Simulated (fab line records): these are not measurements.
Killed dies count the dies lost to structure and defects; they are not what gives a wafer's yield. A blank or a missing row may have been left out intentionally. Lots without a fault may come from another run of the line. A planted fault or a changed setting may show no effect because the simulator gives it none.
What tool caused it? :: flow gf180mcu :: 12 lots with 36 wafers sampled at 5 steps, on a route of 602 steps

== WHAT EACH GAUGE READ, for each wafer ==
GF_SAB_THK_MEAS_01.
lot: L423
measured: day 14 18:17
on: film-metro-01
SAB_CVD_00_THK (nm): 49.4 49.8 50.4

lot: L424
measured: day 14 23:37
on: film-metro-02
SAB_CVD_00_THK (nm): 50.2 50.8 49.8

lot: L430
measured: day 17 09:16
on: film-metro-02
SAB_CVD_00_THK (nm): 47.7 47.3 48.1

lot: L431
measured: day 18 01:17
on: film-metro-03
SAB_CVD_00_THK (nm): 46.9 48.7 48.0

lot: L434
measured: day 18 15:29
on: film-metro-03
SAB_CVD_00_THK (nm): 50.5 49.6 51.4

lot: L438
measured: day 20 04:36
on: film-metro-02
SAB_CVD_00_THK (nm): 50.2 49.8 50.9

lot: L439
measured: day 20 09:38
on: film-metro-02
SAB_CVD_00_THK (nm): 50.0 50.8 50.9

lot: L440
measured: day 20 19:11
on: film-metro-01
SAB_CVD_00_THK (nm): 49.7 50.5 50.9

lot: L441
measured: day 21 07:51
on: film-metro-03
SAB_CVD_00_THK (nm): 50.5 50.8 51.2

lot: L442
measured: day 21 11:37
on: film-metro-03
SAB_CVD_00_THK (nm): 49.9 51.3 50.6

lot: L443
measured: day 21 16:48
on: film-metro-01
SAB_CVD_00_THK (nm): 50.4 50.4 49.3

lot: L445
measured: day 22 10:56
on: film-metro-02
SAB_CVD_00_THK (nm): 50.9 50.0 50.5

== EACH LOT AND THE TOOL THAT RAN IT (in order: tool; ch and the chambers of the sampled wafers; start) ==
lot: L423
GF_HV_LDD_STRIP_37: plasma-asher-01 ch 0,1, day 12 00:56
GF_HV_LDD_ETCHBACK_58: rie-diel-02 ch 0,1,2, day 13 00:00
GF_PSD_STRIP_10: plasma-asher-03 ch 0,1, day 14 17:43
GF_SAB_CVD_00: pecvd-01 ch 1,2, day 14 18:15

lot: L424
GF_HV_LDD_STRIP_37: plasma-asher-02 ch 0,1, day 12 06:34
GF_HV_LDD_ETCHBACK_58: rie-diel-03 ch 1,2, day 13 05:02
GF_PSD_STRIP_10: plasma-asher-02 ch 0,1, day 14 23:00
GF_SAB_CVD_00: pecvd-01 ch 0,1,2, day 14 23:34

lot: L430
GF_HV_LDD_STRIP_37: plasma-asher-04 ch 0,1, day 14 10:32
GF_HV_LDD_ETCHBACK_58: rie-diel-02 ch 0,3, day 15 10:41
GF_PSD_STRIP_10: plasma-asher-02 ch 1, day 17 08:43
GF_SAB_CVD_00: pecvd-04 ch 0,1, day 17 09:15

lot: L431
GF_HV_LDD_STRIP_37: plasma-asher-04 ch 0,1, day 15 01:41
GF_HV_LDD_ETCHBACK_58: rie-diel-03 ch 0,1, day 16 01:38
GF_PSD_STRIP_10: plasma-asher-04 ch 0,1, day 18 00:43
GF_SAB_CVD_00: pecvd-04 ch 0,1,2, day 18 01:16

lot: L434
GF_HV_LDD_STRIP_37: plasma-asher-01 ch 0,1, day 15 14:13
GF_HV_LDD_ETCHBACK_58: rie-diel-04 ch 1,2,3, day 16 15:20
GF_PSD_STRIP_10: plasma-asher-02 ch 0,1, day 18 14:55
GF_SAB_CVD_00: pecvd-01 ch 0,1,2, day 18 15:27

lot: L438
GF_HV_LDD_STRIP_37: plasma-asher-02 ch 0,1, day 16 23:49
GF_HV_LDD_ETCHBACK_58: rie-diel-04 ch 1,3, day 18 03:08
GF_PSD_STRIP_10: plasma-asher-02 ch 0,1, day 20 04:02
GF_SAB_CVD_00: pecvd-03 ch 0,2, day 20 04:35

lot: L439
GF_HV_LDD_STRIP_37: plasma-asher-02 ch 0,1, day 17 05:29
GF_HV_LDD_ETCHBACK_58: rie-diel-02 ch 0,1, day 18 07:58
GF_PSD_STRIP_10: plasma-asher-04 ch 0,1, day 20 09:04
GF_SAB_CVD_00: pecvd-01 ch 0,1,2, day 20 09:36

lot: L440
GF_HV_LDD_STRIP_37: plasma-asher-02 ch 0, day 17 13:59
GF_HV_LDD_ETCHBACK_58: rie-diel-04 ch 0,1,3, day 18 17:03
GF_PSD_STRIP_10: plasma-asher-02 ch 0, day 20 18:37
GF_SAB_CVD_00: pecvd-04 ch 0,2, day 20 19:10

lot: L441
GF_HV_LDD_STRIP_37: plasma-asher-01 ch 0,1, day 18 02:27
GF_HV_LDD_ETCHBACK_58: rie-diel-02 ch 0,2,3, day 19 05:31
GF_PSD_STRIP_10: plasma-asher-02 ch 0,1, day 21 07:18
GF_SAB_CVD_00: pecvd-03 ch 0,1,2, day 21 07:49

lot: L442
GF_HV_LDD_STRIP_37: plasma-asher-04 ch 0,1, day 18 05:46
GF_HV_LDD_ETCHBACK_58: rie-diel-03 ch 0,2,3, day 19 09:58
GF_PSD_STRIP_10: plasma-asher-03 ch 1, day 21 11:04
GF_SAB_CVD_00: pecvd-01 ch 0,2, day 21 11:36

lot: L443
GF_HV_LDD_STRIP_37: plasma-asher-04 ch 0,1, day 18 11:22
GF_HV_LDD_ETCHBACK_58: rie-diel-02 ch 0,3, day 19 15:03
GF_PSD_STRIP_10: plasma-asher-04 ch 0,1, day 21 16:15
GF_SAB_CVD_00: pecvd-04 ch 0,1,2, day 21 16:46

lot: L445
GF_HV_LDD_STRIP_37: plasma-asher-02 ch 0,1, day 19 06:14
GF_HV_LDD_ETCHBACK_58: rie-diel-04 ch 0,2,3, day 20 09:50
GF_PSD_STRIP_10: plasma-asher-03 ch 0,1, day 22 10:22
GF_SAB_CVD_00: pecvd-01 ch 0,1,2, day 22 10:54
- GF_HV_LDD_STRIP_37: strips in O2/N2.
- GF_HV_LDD_ETCHBACK_58: etches Si3N4 in CH3F/O2, stops on SiO2, time 100 s, target depth 90 nm.
- GF_PSD_STRIP_10: strips in O2/N2.
- GF_SAB_CVD_00: deposits SiO2 from TEOS, target thk 50 nm, time 4.9302 s.

== WHAT THE TOOLS THEMSELVES READ (means of the sampled wafers that have a number; where no wafer has one, the mark that the record gives instead) ==
GF_HV_LDD_STRIP_37.
lot: L423
tool: plasma-asher-01
drypump-motor-current-A (A): 5.8
heater-power-w (W): 302
n2-flow-sccm (sccm): 300.5
oes-product-au (a.u.): 0.714
strip-time-to-endpoint-s (s): 12.60

lot: L424
tool: plasma-asher-02
drypump-motor-current-A (A): 5.8
heater-power-w (W): 328
n2-flow-sccm (sccm): 299.7
oes-product-au (a.u.): 0.714
strip-time-to-endpoint-s (s): 12.60

lot: L430
tool: plasma-asher-04
drypump-motor-current-A (A): 5.5
heater-power-w (W): 346
n2-flow-sccm (sccm): 300.7
oes-product-au (a.u.): 0.713
strip-time-to-endpoint-s (s): 12.63

lot: L431
tool: plasma-asher-04
drypump-motor-current-A (A): 5.4
heater-power-w (W): 339
n2-flow-sccm (sccm): 300.3
oes-product-au (a.u.): 0.716
strip-time-to-endpoint-s (s): 12.60

lot: L434
tool: plasma-asher-01
drypump-motor-current-A (A): 6.0
heater-power-w (W): 328
n2-flow-sccm (sccm): 300.0
oes-product-au (a.u.): 0.719
strip-time-to-endpoint-s (s): 12.61

lot: L438
tool: plasma-asher-02
drypump-motor-current-A (A): 5.7
heater-power-w (W): 313
n2-flow-sccm (sccm): 300.6
oes-product-au (a.u.): 0.717
strip-time-to-endpoint-s (s): 12.65

lot: L439
tool: plasma-asher-02
drypump-motor-current-A (A): 5.8
heater-power-w (W): 325
n2-flow-sccm (sccm): 299.3
oes-product-au (a.u.): 0.719
strip-time-to-endpoint-s (s): 12.60

lot: L440
tool: plasma-asher-02
drypump-motor-current-A (A): 5.7
heater-power-w (W): 319
n2-flow-sccm (sccm): 300.7
oes-product-au (a.u.): 0.717
strip-time-to-endpoint-s (s): 12.58

lot: L441
tool: plasma-asher-01
drypump-motor-current-A (A): 6.0
heater-power-w (W): 328
n2-flow-sccm (sccm): 301.1
oes-product-au (a.u.): 0.720
strip-time-to-endpoint-s (s): 12.63

lot: L442
tool: plasma-asher-04
drypump-motor-current-A (A): 5.4
heater-power-w (W): 336
n2-flow-sccm (sccm): 299.7
oes-product-au (a.u.): 0.712
strip-time-to-endpoint-s (s): 12.60

lot: L443
tool: plasma-asher-04
drypump-motor-current-A (A): 5.5
heater-power-w (W): 345
n2-flow-sccm (sccm): 299.5
oes-product-au (a.u.): 0.713
strip-time-to-endpoint-s (s): 12.65

lot: L445
tool: plasma-asher-02
drypump-motor-current-A (A): 5.8
heater-power-w (W): 322
n2-flow-sccm (sccm): 298.5
oes-product-au (a.u.): 0.715
strip-time-to-endpoint-s (s): 12.61

GF_HV_LDD_ETCHBACK_58.
lot: L423
tool: rie-diel-02
drypump-motor-current-A (A): 5.7
oes-product-au (a.u.): 0.844
throttle-valve-pct (%): 10.575

lot: L424
tool: rie-diel-03
drypump-motor-current-A (A): 5.8
oes-product-au (a.u.): 0.846
throttle-valve-pct (%): 10.566

lot: L430
tool: rie-diel-02
drypump-motor-current-A (A): 5.6
oes-product-au (a.u.): 0.851
throttle-valve-pct (%): 10.564

lot: L431
tool: rie-diel-03
drypump-motor-current-A (A): 5.6
oes-product-au (a.u.): 0.841
throttle-valve-pct (%): 10.564

lot: L434
tool: rie-diel-04
drypump-motor-current-A (A): 5.7
oes-product-au (a.u.): 0.853
throttle-valve-pct (%): 10.565

lot: L438
tool: rie-diel-04
drypump-motor-current-A (A): 5.8
oes-product-au (a.u.): 0.844
throttle-valve-pct (%): 10.559

lot: L439
tool: rie-diel-02
drypump-motor-current-A (A): 5.6
oes-product-au (a.u.): 0.846
throttle-valve-pct (%): 10.550

lot: L440
tool: rie-diel-04
drypump-motor-current-A (A): 5.5
oes-product-au (a.u.): 0.845
throttle-valve-pct (%): 10.559

lot: L441
tool: rie-diel-02
drypump-motor-current-A (A): 5.7
oes-product-au (a.u.): 0.846
throttle-valve-pct (%): 10.564

lot: L442
tool: rie-diel-03
drypump-motor-current-A (A): 5.8
oes-product-au (a.u.): 0.855
throttle-valve-pct (%): 10.564

lot: L443
tool: rie-diel-02
drypump-motor-current-A (A): 5.6
oes-product-au (a.u.): 0.841
throttle-valve-pct (%): 10.572

lot: L445
tool: rie-diel-04
drypump-motor-current-A (A): 5.9
oes-product-au (a.u.): 0.841
throttle-valve-pct (%): 10.569

GF_PSD_STRIP_10.
lot: L423
tool: plasma-asher-03
drypump-motor-current-A (A): 5.67
heater-power-w (W): 379
n2-flow-sccm (sccm): 299.8
oes-product-au (a.u.): 0.592
strip-time-to-endpoint-s (s): 16.55

lot: L424
tool: plasma-asher-02
drypump-motor-current-A (A): 5.78
heater-power-w (W): 325
n2-flow-sccm (sccm): 299.7
oes-product-au (a.u.): 0.595
strip-time-to-endpoint-s (s): 16.50

lot: L430
tool: plasma-asher-02
drypump-motor-current-A (A): 5.85
heater-power-w (W): 332
n2-flow-sccm (sccm): 300.6
oes-product-au (a.u.): 0.590
strip-time-to-endpoint-s (s): 16.54

lot: L431
tool: plasma-asher-04
drypump-motor-current-A (A): 5.55
heater-power-w (W): 342
n2-flow-sccm (sccm): 299.7
oes-product-au (a.u.): 0.594
strip-time-to-endpoint-s (s): 16.48

lot: L434
tool: plasma-asher-02
drypump-motor-current-A (A): 5.73
heater-power-w (W): 324
n2-flow-sccm (sccm): 299.8
oes-product-au (a.u.): 0.593
strip-time-to-endpoint-s (s): 16.50

lot: L438
tool: plasma-asher-02
drypump-motor-current-A (A): 5.72
heater-power-w (W): 319
n2-flow-sccm (sccm): 299.9
oes-product-au (a.u.): 0.594
strip-time-to-endpoint-s (s): 16.55

lot: L439
tool: plasma-asher-04
drypump-motor-current-A (A): 5.37
heater-power-w (W): 340
n2-flow-sccm (sccm): 300.5
oes-product-au (a.u.): 0.590
strip-time-to-endpoint-s (s): 16.55

lot: L440
tool: plasma-asher-02
drypump-motor-current-A (A): 5.67
heater-power-w (W): 318
n2-flow-sccm (sccm): 299.5
oes-product-au (a.u.): 0.590
strip-time-to-endpoint-s (s): 16.51

lot: L441
tool: plasma-asher-02
drypump-motor-current-A (A): 5.73
heater-power-w (W): 319
n2-flow-sccm (sccm): 299.8
oes-product-au (a.u.): 0.591
strip-time-to-endpoint-s (s): 16.56

lot: L442
tool: plasma-asher-03
drypump-motor-current-A (A): 5.65
heater-power-w (W): 361
n2-flow-sccm (sccm): 300.4
oes-product-au (a.u.): 0.595
strip-time-to-endpoint-s (s): 16.51

lot: L443
tool: plasma-asher-04
drypump-motor-current-A (A): 5.38
heater-power-w (W): 335
n2-flow-sccm (sccm): 301.1
oes-product-au (a.u.): 0.592
strip-time-to-endpoint-s (s): 16.52

lot: L445
tool: plasma-asher-03
drypump-motor-current-A (A): 5.67
heater-power-w (W): 371
n2-flow-sccm (sccm): 299.0
oes-product-au (a.u.): 0.596
strip-time-to-endpoint-s (s): 16.49

GF_SAB_CVD_00.
lot: L423
tool: pecvd-01
heater-power-w (W): 704

lot: L424
tool: pecvd-01
heater-power-w (W): 728

lot: L430
tool: pecvd-04
heater-power-w (W): 682

lot: L431
tool: pecvd-04
heater-power-w (W): 686

lot: L434
tool: pecvd-01
heater-power-w (W): 702

lot: L438
tool: pecvd-03
heater-power-w (W): 667

lot: L439
tool: pecvd-01
heater-power-w (W): 675

lot: L440
tool: pecvd-04
heater-power-w (W): 647

lot: L441
tool: pecvd-03
heater-power-w (W): 682

lot: L442
tool: pecvd-01
heater-power-w (W): 679

lot: L443
tool: pecvd-04
heater-power-w (W): 685

lot: L445
tool: pecvd-01
heater-power-w (W): 731

== THE ANSWER, worked out from the rows above alone ==
Rule: the usual values come from the lots themselves. Put in order of their means at a reading, lots are off if they are a third of the lots or fewer, leave a main group of 4 or more, and stand apart from it by a gap of 3 or more times the standard deviation of the main group's means; of several such gaps the widest counts. A main group whose means are all the same, to the digits that the tables above print for the reading, isn't used. A lot without any number at a reading at which 4 lots or more have one is off too. All remaining lots with rows at the step are treated as sound. After the gauges, taken in route order, come the tools' own readings; for these a lot's mean is taken, as printed above. At the first step where some lot is off, the reading lying furthest off is the one used; lots without a number count as furthest.
Off: L430, L431, at GF_SAB_THK_MEAS_01 (SAB_CVD_00_THK). The main group: mean 50.4 nm, standard deviation 0.27.
If a tool, at a process step before that reading, ran all the lots that are off and no sound lot after the first of them, it fits. The gauges at GF_SAB_THK_MEAS_01 are tried like those tools. No candidate that was tried fits.

== WHAT THE SIMULATOR HAD INSERTED ==
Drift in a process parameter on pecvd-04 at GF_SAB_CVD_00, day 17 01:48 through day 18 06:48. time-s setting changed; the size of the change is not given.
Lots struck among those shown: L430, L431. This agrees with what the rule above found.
